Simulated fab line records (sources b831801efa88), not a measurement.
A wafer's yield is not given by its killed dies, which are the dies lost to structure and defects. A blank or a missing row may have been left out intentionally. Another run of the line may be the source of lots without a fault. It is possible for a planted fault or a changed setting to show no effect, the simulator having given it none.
A lot that was struck, set against a sound lot :: flow sky130 :: 28 out of 708 route steps
Sound: the wafers L328.2, L328.4, L328.6. The struck wafers were L336.3, L336.4, L336.5. The cause is named last.
Per side, at each step with rows, come the tool, then ch with its chambers, and then its first start. Under that, the readings that differ: sound wafers :: struck wafers :: difference of the means :: sigmas: that difference in standard deviations of wafers without a fault.
alike: readings with means less than 2 such deviations apart, plus words and numbers identical on both sides. not compared: withheld readings, readings lacking a value on some wafer, bounds such as >300 that could conceal the same value, and numbers that have no deviation in the record and whose values overlap.
Wherever a step has rows on one side only, a row that says differs or no value, or a row with sigmas, the two part there. Numbers that don't overlap but have no deviation are shown without sigmas and don't part them. A reading missing from all wafers of one side parts the sides only when that side holds two or more wafers.

first, 5 steps without rows for these wafers: SKY_SONOS_ONO_COAT_08 (resist thk 1140 nm); SKY_SONOS_ONO_SOFTBAKE_09 (time 60 s); SKY_SONOS_ONO_EXPOSE_10 (exposes mask ONOM, target cd 410 nm); SKY_SONOS_ONO_PEB_11; SKY_SONOS_ONO_DEVELOP_12 (develop time 60 s).
SKY_SONOS_ONO_CD_MEAS_13 targets a cd of 410 nm.
  sound: cd-sem-02 at day 14 17:38; struck: cd-sem-02 at day 17 19:22
  alike: cd-nm
SKY_SONOS_ONO_OVL_MEAS_14:
  sound: overlay-02 at day 14 17:44; struck: overlay-01 at day 17 19:28
  alike: SONOS_ONO_OVL
SKY_SONOS_ONO_ETCH_15: etches the open film in CHF3/O2, target depth 19.52 nm, time 7.8 s.
  sound on rie-diel-04 ch 2,3, day 14 17:46; struck on rie-diel-01 ch 0,2,3, day 17 19:29
  alike: drypump-motor-current-A, oes-product-au, throttle-valve-pct
  not compared: rf-hours-counter-h
then, 1 step without rows for these wafers: SKY_SONOS_ONO_WET_ETCH_16 (etches SiO2 in dHF, target depth 14 nm, time 280 s).
SKY_SONOS_ONO_STRIP_17: strips in O2/N2.
  sound on plasma-asher-02 ch 0,1, day 14 17:53; struck on plasma-asher-04 ch 0,1, day 17 19:38
  alike: drypump-motor-current-A, oes-product-au, strip-time-to-endpoint-s
  not compared: rf-hours-counter-h
then, 2 steps without rows for these wafers: SKY_SONOS_ONO_WET_ETCH_18 (etches Si3N4 in H3PO4, target depth 15 nm, time 172 s); SKY_GATE_OXIDE_CLEAN_00 (cleans in SC1/SC2, time 150 s).
SKY_GATE_OXIDE_OXIDATION_01: stabilise 600 s, purge 300 s, target thk 10.268 nm.
  sound on furnace-01 ch 0, day 14 18:06; struck on furnace-02 ch 0, day 17 19:49
reading: spike-tc-bottom-C (C)
sound: 917.0 916.8 916.7
struck: 893.7 894.9 894.3
difference: -22.5
sigmas: -16

reading: spike-tc-centre-C (C)
sound: 901.7 901.1 901.7
struck: 875.2 874.0 874.2
difference: -27.0
sigmas: -16

reading: spike-tc-lower-C (C)
sound: 898.5 900.5 899.2
struck: 876.9 877.3 876.4
difference: -22.5
sigmas: -16

reading: spike-tc-top-C (C)
sound: 914.1 913.3 914.3
struck: 887.9 887.7 889.0
difference: -25.7
sigmas: -18

reading: spike-tc-upper-C (C)
sound: 899.2 899.0 898.9
struck: 876.8 873.8 874.6
difference: -24.0
sigmas: -24

reading: tube-center-temp-C (C)
sound: 899.99 899.97 900.01
struck: 875.77 875.64 875.84
difference: -24.24
sigmas: -99 or more

reading: tube_center_temp_C_max
sound: 902.7 903.0 902.7
struck: 878.6 877.7 877.9
difference: -24.7
sigmas: -67

reading: model.SiO2_of_GATE_OXIDE_OXIDATION_01.thk-nm (nm)
sound: 10.24 10.33 10
struck: 7.584 7.834 7.833
difference: -2.440
sigmas: 
SKY_GATE_OXIDE_THK_MEAS_02:
  sound: film-metro-04 at day 14 19:31; struck: film-metro-04 at day 17 21:28
reading: GATE_OXIDE_OXIDATION_00_THK (nm)
sound: 10.23 10.31 10.03
struck: 7.57 7.87 7.84
difference: -2.43
sigmas: -12
  not compared: hold
then, 6 steps without rows for these wafers: SKY_GATE_OXIDE_HMDS_04 (prime time 60 s); SKY_GATE_OXIDE_COAT_05 (resist thk 1140 nm); SKY_GATE_OXIDE_SOFTBAKE_06 (time 60 s); SKY_GATE_OXIDE_EXPOSE_07 (exposes mask LVOM, target cd 600 nm); SKY_GATE_OXIDE_PEB_08; SKY_GATE_OXIDE_DEVELOP_09 (develop time 60 s).
SKY_GATE_OXIDE_OVL_MEAS_10:
  sound: overlay-02 at day 15 23:16; struck: overlay-01 at day 19 03:49
reading: GATE_OXIDE_OVL (nm)
sound: 1.5 0.9 2.6
struck: -1.6 -0.8 -1.8
difference: -3.1
sigmas: -2
then, 2 steps without rows for these wafers: SKY_GATE_OXIDE_IMPLANT_11; SKY_GATE_OXIDE_WET_ETCH_12 (etches SiO2 in dHF, target depth 16.8 nm, time 336 s).
SKY_GATE_OXIDE_STRIP_13: strips in O2/N2.
  sound on plasma-asher-01 ch 0,1, day 15 23:34; struck on plasma-asher-03 ch 0,1, day 19 04:08
  alike: drypump-motor-current-A, oes-product-au, strip-time-to-endpoint-s
  not compared: rf-hours-counter-h
SKY_GATE_OXIDE_TW_MEAS_14:
  sound: film-metro-03 at day 15 23:40; struck: film-metro-02 at day 19 04:27
  alike: GATE_OXIDE_TW
  not compared: hold
SKY_GATE_OXIDE_OXIDATION_16: stabilise 600 s, purge 300 s, target thk 3.57 nm.
  sound on furnace-01 ch 0, day 16 00:50; struck on furnace-02 ch 0, day 19 08:05
reading: spike-tc-centre-C (C)
sound: 802.7 802.1 801.8
struck: 799.5 799.9 797.1
difference: -3.4
sigmas: -2

reading: model.SiO2_of_GATE_OXIDE_OXIDATION_01.thk-nm (nm)
sound: 11.57 11.62 11.37
struck: 9.209 9.425 9.403
difference: -2.174
sigmas: 
  alike: ramp-down-c-per-min, spike-tc-bottom-C, spike-tc-lower-C, spike-tc-top-C, spike-tc-upper-C, tube-center-temp-C, tube_center_temp_C_max
then, 1 step without rows for these wafers: SKY_POLY_GATE_CVD_00 (deposits poly-Si, target thk 180 nm, time 720 s).
-- the record jumps here: 30 days lie between the struck wafers' starts before and after (it left off in module POLY_GATE and takes up again in module PAD_OPEN, whose first step shown is number 708 of the route) --
SKY_PAD_OPEN_PROBE_99:
  sound: prober-01 at day 47 09:45; struck: prober-01 at day 49 11:05
reading: model.etest.nfet_16v.r-on-ohm-um
sound: 1.392e+04 1.401e+04 1.39e+04
struck: 1.309e+04 1.312e+04 1.297e+04
difference: -8.833e+02
sigmas: 

reading: model.etest.pfet_16v.r-on-ohm-um
sound: 1.514e+04 1.536e+04 1.522e+04
struck: 1.482e+04 1.451e+04 1.437e+04
difference: -6.733e+02
sigmas: 

reading: model.etest.pfet-g5v0d10v5.r-on-ohm-um
sound: 4634 4644 4626
struck: 4234 4255 4226
difference: -396
sigmas: 

reading: model.etest.tip-sonos.rs-ohm-sq
sound: 2673 2636 2607
struck: 2231 2280 2244
difference: -387
sigmas: 

reading: model.etest.nfet-g5v0d10v5.r-on-ohm-um
sound: 1880 1872 1858
struck: 1661 1674 1663
difference: -204
sigmas: 

reading: model.etest.nfet-g5v0d10v5.drive-ua-um
sound: 607.1 608.7 619.6
struck: 756.3 743.4 739.9
difference: +134.7
sigmas: 

reading: model.etest.nfet_05v0_nvt.drive-ua-um
sound: 581.9 578.1 591.6
struck: 708.2 693.7 691
difference: +113.8
sigmas: 

reading: model.etest.pfet_01v8.r-on-ohm-um
sound: 2944 2877 2924
struck: 2774 2785 2789
difference: -132
sigmas: 
  alike: killed_at_M0_to_M3, killed_at_M4_up, killed-at-contacts, killed-at-front-end, killed-at-other, killed-dies, killed-open, killed-short

## WHERE THEY PART
Earliest at SKY_GATE_OXIDE_OXIDATION_01; latest, in this record, at SKY_GATE_OXIDE_OXIDATION_16. Later steps at which nothing parts them and some readings are alike: SKY_PAD_OPEN_PROBE_99.

WHY: whatever the simulator had introduced
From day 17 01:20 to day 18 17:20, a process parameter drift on furnace-02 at SKY_GATE_OXIDE_OXIDATION_01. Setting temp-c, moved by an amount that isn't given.
